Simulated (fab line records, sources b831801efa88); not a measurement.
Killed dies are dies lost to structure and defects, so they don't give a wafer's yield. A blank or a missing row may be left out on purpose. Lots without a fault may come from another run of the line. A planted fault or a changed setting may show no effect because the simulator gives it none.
fab line records | flow sky130
record lots=13 wafers=39 last_day=50
route steps=708 shown VT_ADJUST_LVTN@107 VT_ADJUST_HVTR@138 SONOS_TUNNEL@160 PAD_OPEN@708
lots that met no fault: from a run of the same line without faults
start_h: hours from the record's first day to the start of the lot's first wafer shown | wait_h: hours since the lot's step before | " the same as in the row above | L1.1+2: a row that stands for several wafers | - no value, or no start given | * or withheld: withheld | < > ~ a bound
route shown NAME@n: a module of which the file shows steps, and the number in the route of the first | usual: mean/standard deviation of fault-free wafers | same: alike in all rows | chamber/n: place in a boat | sites: the reading at each site | _std_site: their standard deviation | _edge_site: outer sites' mean less inner sites' | radius_mm: how far each site lies from the wafer's centre | mask NAME#n: copy n | behind: the tool/chamber that last shaped the wafer | hold: why the lot was held/for how many hours/how that ended | device: the transistor (n, p or np) that didn't switch | end of line: the same wafers' tests at the end of the route | a step without rows: its recipe alone | killed: dies lost to structure and defects at the first sort, not the wafer's yield | map: a wafer's dies, x killed, . not, _ none there
set.NAME: the setting as run; set.NAME@STEP: as run at that earlier step | model.NAME: the simulator's own value behind a step, which no gauge read
steps of the route over a sample of lots; a table a step, a row a wafer
services: from which hour (start_h, from the record's first day; less than 0 if before it) a tool's chamber was out of use, for how many hours, and why
## steps
# step SKY_VT_ADJUST_LVTN_TW_MEAS_10
# usual VT_ADJUST_LVTN_TW=241.4/1.7
# columns lot.wafer tool chamber start_h wait_h VT_ADJUST_LVTN_TW
L909.1 film_metro-04 - 150.34 0.1 240.2
L909.2 " - " " 239.2
L909.3 " - " " 238.6
L910.2 film_metro-04 - 154.07 0.1 239.4
L910.4 " - " " 239.9
L910.5 " - " " 240.5
L911.4 film_metro-02 - 154.44 0.1 238.3
L911.5 " - " " 239.6
L911.6 " - " " 239.0
L912.1 film_metro-01 - 156.20 0.1 244.5
L912.4 " - " " 244.1
L912.5 " - " " 243.1
L913.2 film_metro-01 - 160.55 0.1 244.2
L913.4 " - " " 243.4
L913.6 " - " " 244.1
L916.2 film_metro-04 - 185.07 0.1 242.6
L916.3 " - " " 240.7
L916.4 " - " " 240.9
L923.2 film_metro-01 - 237.21 0.1 242.5
L923.3 " - " " 242.7
L923.5 " - " " 241.8
L924.2 film_metro-01 - 243.32 0.1 242.9
L924.3 " - " " 242.6
L924.4 " - " " 242.2
L926.2 film_metro-04 - 252.45 0.1 241.0
L926.3 " - " " 241.4
L926.6 " - " " 243.0
L928.2 film_metro-02 - 268.60 0.1 238.6
L928.5 " - " " 239.5
L928.6 " - " " 239.4
L929.1 film_metro-04 - 268.94 0.1 242.6
L929.5 " - " " 241.0
L929.6 " - " " 241.5
L930.3 film_metro-02 - 275.92 0.1 240.1
L930.4 " - " " 239.9
L930.5 " - " " 240.1
L931.1 film_metro-04 - 283.89 0.1 241.8
L931.2 " - " " 241.2
L931.4 " - " " 242.3
# step SKY_VT_ADJUST_HVTR_CD_MEAS_07
# recipe target_cd_nm=380
# usual cd_nm=379.3/2.4
# columns lot.wafer tool chamber start_h wait_h cd_nm
L909.1 cd_sem-02 - 213.06 0.1 378.4
L909.2 " - " " 379.0
L909.3 " - " " 377.2
L910.2 cd_sem-02 - 215.72 0.2 380.8
L910.4 " - " " 379.6
L910.5 " - " " 381.3
L911.4 cd_sem-02 - 216.02 0.1 382.5
L911.5 " - " " 381.6
L911.6 " - " " 381.6
L912.1 cd_sem-02 - 217.84 0.1 379.9
L912.4 " - " " 376.1
L912.5 " - " " 379.8
L913.2 cd_sem-02 - 223.23 0.1 381.4
L913.4 " - " " 381.2
L913.6 " - " " 380.0
L916.2 cd_sem-01 - 251.89 0.1 382.2
L916.3 " - " " 382.7
L916.4 " - " " 381.4
L923.2 cd_sem-01 - 309.44 0.1 379.6
L923.3 " - " " 380.9
L923.5 " - " " 378.8
L924.2 cd_sem-01 - 317.31 0.1 379.7
L924.3 " - " " 380.4
L924.4 " - " " 380.3
L926.2 cd_sem-01 - 328.54 0.1 374.5
L926.3 " - " " 373.7
L926.6 " - " " 374.1
L928.2 cd_sem-01 - 345.57 0.1 380.4
L928.5 " - " " 380.8
L928.6 " - " " 379.8
L929.1 cd_sem-01 - 345.89 0.1 378.7
L929.5 " - " " 378.3
L929.6 " - " " 377.5
L930.3 cd_sem-01 - 356.39 0.1 381.9
L930.4 " - " " 381.4
L930.5 " - " " 380.1
L931.1 cd_sem-01 - 363.81 0.1 380.3
L931.2 " - " " 378.8
L931.4 " - " " 378.9
# step SKY_VT_ADJUST_HVTR_STRIP_10
# recipe chemistry=O2/N2 power_w=1400 pressure_mtorr=1500 platen_temp_c=withheld o2_flow_sccm=3000 n2_flow_sccm=300 overash_fraction=0.5
# usual drypump_motor_current_A=5.67/0.28 oes_product_au=0.715/0.0051 strip_time_to_endpoint_s=14.19/0.036
# columns lot.wafer tool chamber start_h wait_h drypump_motor_current_A oes_product_au rf_hours_counter_h strip_time_to_endpoint_s
L909.1 plasma_asher-01 1 213.36 0.1 5.87 0.719 53 14.23
L909.2 " 0 " " 5.33 0.715 53 14.22
L909.3 " 0 " " 5.33 0.713 - 14.17
L910.2 plasma_asher-04 0 216.00 0.1 5.70 0.708 11 14.25
L910.4 " 1 " " 5.88 0.723 - 14.26
L910.5 " 0 " " 5.69 0.712 - 14.25
L911.4 plasma_asher-02 1 216.29 0.1 5.34 0.709 - 14.29
L911.5 " 1 " " 5.35 0.710 - 14.22
L911.6 " 0 " " 6.00 0.706 - 14.21
L912.1 plasma_asher-01 0 218.15 0.1 5.34 0.717 53 14.17
L912.4 " 0 " " 5.34 0.719 - 14.20
L912.5 " 0 " " 5.33 0.713 - 14.16
L913.2 plasma_asher-04 1 223.51 0.1 5.86 0.722 11 14.16
L913.4 " 0 " " 5.67 0.700 - 14.19
L913.6 " 1 " " 5.87 0.705 - 14.16
L916.2 plasma_asher-01 0 252.17 0.1 5.33 0.722 57 14.21
L916.3 " 0 " " 5.34 0.714 - 14.23
L916.4 " 1 " " 5.83 0.721 - 14.24
L923.2 plasma_asher-01 0 309.72 0.1 5.34 0.723 62 14.21
L923.3 " 1 " " 5.83 0.726 - 14.22
L923.5 " 0 " " 5.35 0.723 - 14.21
L924.2 plasma_asher-04 1 317.60 0.1 5.85 0.715 20 14.21
L924.3 " 0 " " 5.69 0.710 - 14.19
L924.4 " 1 " " 5.86 0.719 - 14.20
L926.2 plasma_asher-01 1 328.82 0.1 5.84 0.722 64 14.18
L926.3 " 1 " " 5.82 0.711 - 14.22
L926.6 " 1 " " 5.84 0.722 - 14.13
L928.2 plasma_asher-02 1 346.00 0.1 5.36 0.706 64 14.17
L928.5 " 1 " " 5.34 0.707 - 14.20
L928.6 " 0 " " 6.06 0.718 - 14.16
L929.1 plasma_asher-01 0 346.20 0.1 5.33 0.714 66 14.15
L929.5 " 0 " " 5.36 0.718 - 14.14
L929.6 " 1 " " 5.85 0.709 - 14.14
L930.3 plasma_asher-02 1 356.69 0.1 5.36 0.722 - 14.20
L930.4 " 0 " " 6.04 0.714 - 14.12
L930.5 " 1 " " 5.37 0.717 - 14.12
L931.1 plasma_asher-01 1 364.12 0.1 5.86 0.717 67 14.22
L931.2 " 0 " " 5.34 0.715 67 14.21
L931.4 " 0 " " 5.34 0.716 - 14.19
# step SKY_SONOS_TUNNEL_DEVELOP_06
# recipe resist=NOVOLAK developer=TMAH develop_time_s=60 dev_temp_c=23
# columns lot.wafer tool chamber start_h wait_h
L909.1+2+3 litho_track-04 0 259.03 0.1
L910.2+4+5 litho_track-02 0 262.74 0.1
L911.4+5+6 litho_track-02 0 263.39 0.1
L912.1+4+5 litho_track-04 0 264.63 0.1
L913.2+4+6 litho_track-02 0 270.69 0.1
L916.2+3+4 litho_track-04 0 299.50 0.1
L923.2+3+5 litho_track-02 0 364.64 0.1
L924.2+3+4 litho_track-02 0 371.94 0.1
L926.2+3+6 litho_track-04 0 383.70 0.1
L928.2+5+6 litho_track-04 0 403.35 0.1
L929.1+5+6 litho_track-04 0 403.93 0.1
L930.3+4+5 litho_track-01 0 414.55 0.1
L931.1+2+4 litho_track-04 0 422.03 0.1
# step SKY_SONOS_TUNNEL_CD_MEAS_07
# recipe target_cd_nm=410
# usual cd_nm=409.6/2.1
# columns lot.wafer tool chamber start_h wait_h cd_nm
L909.1 cd_sem-02 - 259.18 0.1 412.2
L909.2 " - " " 412.0
L909.3 " - " " 410.2
L910.2 cd_sem-02 - 262.89 0.1 406.9
L910.4 " - " " 407.9
L910.5 " - " " 406.2
L911.4 cd_sem-01 - 263.53 0.1 408.4
L911.5 " - " " 411.2
L911.6 " - " " 411.7
L912.1 cd_sem-02 - 264.78 0.1 408.8
L912.4 " - " " 407.5
L912.5 " - " " 408.9
L913.2 cd_sem-01 - 270.84 0.1 405.3
L913.4 " - " " 405.0
L913.6 " - " " 407.3
L916.2 cd_sem-01 - 299.65 0.1 407.6
L916.3 " - " " 406.2
L916.4 " - " " 406.8
L923.2 cd_sem-01 - 364.78 0.1 402.5
L923.3 " - " " 411.2
L923.5 " - " " 410.4
L924.2 cd_sem-02 - 372.08 0.1 398.2
L924.3 " - " " 411.7
L924.4 " - " " 410.8
L926.2 cd_sem-02 - 383.85 0.1 410.3
L926.3 " - " " 408.5
L926.6 " - " " 410.3
L928.2 cd_sem-02 - 403.50 0.1 409.7
L928.5 " - " " 408.9
L928.6 " - " " 408.1
L929.1 cd_sem-02 - 404.08 0.1 409.5
L929.5 " - " " 406.9
L929.6 " - " " 407.9
L930.3 cd_sem-01 - 414.69 0.1 411.6
L930.4 " - " " 413.2
L930.5 " - " " 411.5
L931.1 cd_sem-01 - 422.18 0.1 406.5
L931.2 " - " " 406.9
L931.4 " - " " 408.5
# step SKY_PAD_OPEN_PROBE_99
# usual killed_at_M0_to_M3=44/6.9 killed_at_M4_up=3.3/2.1 killed_at_contacts=24/4.8 killed_at_front_end=15/4.4 killed_at_other=0.2/0.48 killed_dies=87/9.5 killed_open=48/6.5 killed_short=39/6.3
# same gross_dies=492 killed_at_back_side=0
# columns lot.wafer tool chamber start_h wait_h killed_at_M0_to_M3 killed_at_M4_up killed_at_contacts killed_at_front_end killed_at_other killed_dies killed_open killed_short
L911.4 prober-01 - 1086.18 0.2 43 3 28 11 0 85 52 33
L911.5 prober-01 - 1086.23 0.2 47 3 25 26 0 101 59 42
L911.6 prober-01 - 1086.28 0.2 42 2 28 11 0 83 57 26
L913.2 prober-02 - 1092.85 0.1 53 7 21 14 0 95 54 41
L913.4 prober-02 - 1092.95 0.2 51 3 25 16 1 96 50 46
L913.6 prober-02 - 1093.05 0.2 33 3 34 11 0 81 43 38
L926.2 prober-01 - 1170.35 0.1 51 3 26 25 0 105 60 44
L926.3 prober-01 - 1170.40 0.2 47 4 28 21 0 100 59 36
L926.6 prober-01 - 1170.55 0.2 28 2 21 22 0 73 40 33
L929.1 prober-02 - 1180.00 0.1 46 2 16 19 1 84 46 38
L929.5 prober-02 - 1180.20 0.2 38 2 23 21 0 84 53 31
L929.6 prober-02 - 1180.25 0.2 42 1 33 17 1 94 42 52
L931.1 prober-02 - 1191.25 0.1 42 4 21 14 0 81 46 35
L931.2 prober-02 - 1191.30 0.1 42 5 21 9 0 77 37 40
L931.4 prober-02 - 1191.40 0.2 46 2 30 17 0 95 58 37
# killed by level:class
L911.4 VIA1:geometric_particle:open=16 CONTACT:geometric_particle:open=11 LI_CONTACT:geometric_particle:open=7 METAL1:geometric_particle:short=7 VIA2:geometric_particle:open=6 CONTACT:geometric_particle:short=5 VIA1:geometric_particle:short=5 FIELD_ISO:geometric_particle:open=4
L911.5 VIA1:geometric_particle:open=10 CONTACT:geometric_particle:open=9 FIELD_ISO:geometric_particle:open=8 VIA3:geometric_particle:open=8 CONTACT:geometric_particle:short=7 LI_CONTACT:geometric_particle:open=6 METAL2:geometric_particle:short=6 FIELD_ISO:geometric_particle:short=5
L911.6 CONTACT:geometric_particle:open=12 LI_CONTACT:geometric_particle:open=11 VIA1:geometric_particle:open=9 VIA3:geometric_particle:open=7 VIA2:geometric_particle:open=5 CONTACT:geometric_particle:short=4 METAL1:geometric_particle:short=4 METAL2:geometric_particle:short=4
L913.2 VIA1:geometric_particle:open=16 METAL2:geometric_particle:short=9 CONTACT:geometric_particle:open=8 POLY_GATE:geometric_particle:short=6 VIA2:geometric_particle:open=6 VIA3:geometric_particle:open=6 LI_CONTACT:geometric_particle:open=5 VIA1:geometric_particle:short=5
L913.4 METAL1:geometric_particle:short=10 VIA1:geometric_particle:open=10 CONTACT:geometric_particle:open=9 VIA2:geometric_particle:open=9 VIA3:geometric_particle:open=7 CONTACT:geometric_particle:short=6 FIELD_ISO:geometric_particle:open=5 METAL2:geometric_particle:short=4
L913.6 CONTACT:geometric_particle:open=11 LI_CONTACT:geometric_particle:open=9 VIA1:geometric_particle:open=9 CONTACT:geometric_particle:short=8 VIA3:geometric_particle:open=8 METAL2:geometric_particle:short=5 POLY_GATE:geometric_particle:open=4 LI_CONTACT:geometric_particle:short=4
L926.2 VIA2:geometric_particle:open=14 VIA1:geometric_particle:open=11 LI_CONTACT:geometric_particle:open=9 METAL1:geometric_particle:short=7 FIELD_ISO:geometric_particle:open=6 POLY_GATE:geometric_particle:open=6 VIA2:geometric_particle:short=6 LOCAL_INTERCONNECT:geometric_particle:short=6
L926.3 VIA1:geometric_particle:short=9 LI_CONTACT:geometric_particle:open=9 VIA3:geometric_particle:open=9 VIA1:geometric_particle:open=8 CONTACT:geometric_particle:open=8 FIELD_ISO:geometric_particle:open=7 VIA2:geometric_particle:open=6 POLY_GATE:geometric_particle:open=6
L926.6 CONTACT:geometric_particle:open=9 VIA2:geometric_particle:open=7 POLY_GATE:geometric_particle:short=6 VIA1:geometric_particle:open=6 FIELD_ISO:geometric_particle:short=5 CONTACT:geometric_particle:short=5 METAL1:geometric_particle:short=5 FIELD_ISO:geometric_particle:open=4
L929.1 VIA1:geometric_particle:open=11 CONTACT:geometric_particle:open=10 METAL2:geometric_particle:short=7 VIA2:geometric_particle:open=7 FIELD_ISO:geometric_particle:short=5 LI_CONTACT:geometric_particle:open=5 VIA3:geometric_particle:open=5 POLY_GATE:geometric_particle:short=4
L929.5 CONTACT:geometric_particle:open=11 VIA1:geometric_particle:open=11 FIELD_ISO:geometric_particle:open=7 METAL1:geometric_particle:short=6 VIA3:geometric_particle:open=6 LI_CONTACT:geometric_particle:open=5 POLY_GATE:geometric_particle:open=5 VIA2:geometric_particle:open=5
L929.6 LI_CONTACT:geometric_particle:open=11 VIA1:geometric_particle:short=7 CONTACT:geometric_particle:short=7 CONTACT:geometric_particle:open=7 VIA1:geometric_particle:open=7 POLY_GATE:geometric_particle:short=6 LOCAL_INTERCONNECT:geometric_particle:short=6 METAL1:geometric_particle:short=6
L931.1 VIA1:geometric_particle:open=9 CONTACT:geometric_particle:open=7 VIA3:geometric_particle:open=6 VIA2:geometric_particle:open=6 LI_CONTACT:geometric_particle:open=6 LOCAL_INTERCONNECT:geometric_particle:short=4 VIA1:geometric_particle:short=4 FIELD_ISO:geometric_particle:open=3
L931.2 VIA1:geometric_particle:open=9 METAL2:geometric_particle:short=5 LI_CONTACT:geometric_particle:short=5 LOCAL_INTERCONNECT:geometric_particle:short=5 CONTACT:geometric_particle:open=5 METAL3:geometric_particle:short=5 METAL4:geometric_particle:short=5 LI_CONTACT:geometric_particle:open=4
L931.4 LI_CONTACT:geometric_particle:open=14 VIA1:geometric_particle:open=12 CONTACT:geometric_particle:open=7 VIA1:geometric_particle:short=6 POLY_GATE:geometric_particle:open=5 FIELD_ISO:geometric_particle:open=4 METAL1:geometric_particle:short=4 VIA2:geometric_particle:short=4
## services
# columns tool chamber start_h hours kind
plasma_asher-01 - 204.45 7.6 repair
plasma_asher-04 - 241.08 2.8 pm
plasma_asher-04 - 244.00 10.5 repair
litho_track-02 - 275.68 - consumable_replace:filter
plasma_asher-01 - 278.87 9.4 repair
plasma_asher-02 - 338.54 4.0 pm
plasma_asher-02 - 350.29 2.8 pm
plasma_asher-04 - 378.63 2.5 repair
plasma_asher-01 - 421.25 9.0 pm
plasma_asher-01 0 421.25 9.0 vent_cycle
plasma_asher-01 1 421.25 9.0 vent_cycle
## key
first_sign step=SKY_SONOS_TUNNEL_CD_MEAS_07 reading=cd_nm direction=down sigmas=4.4 usual=409.6 struck=400.3
effect none on later readings
met_at SKY_SONOS_TUNNEL_DEVELOP_06
struck_lots L923,L924
struck_wafers L923.2,L924.2
tester_left_out L923,L924
not_acting_at SKY_VT_ADJUST_LVTN_TW_MEAS_10,SKY_VT_ADJUST_HVTR_CD_MEAS_07,SKY_VT_ADJUST_HVTR_STRIP_10
onset_between 270.69 364.64
fault kind=process_parameter_drift tool=litho_track-02 chamber=- onset_h=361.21 steps=SKY_SONOS_TUNNEL_DEVELOP_06 channel=develop_time_s offset=* shape=step end_h=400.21 scope=struck_wafers_only acts_in=* stated=*
# tester_left_out: of these lots the tester's yield and bins aren't shown, on N5 and GAA mostly nor the transistor test; their killed dies are dies lost to structure and defects alone, not to doping, threshold or leakage, so they don't give the yield
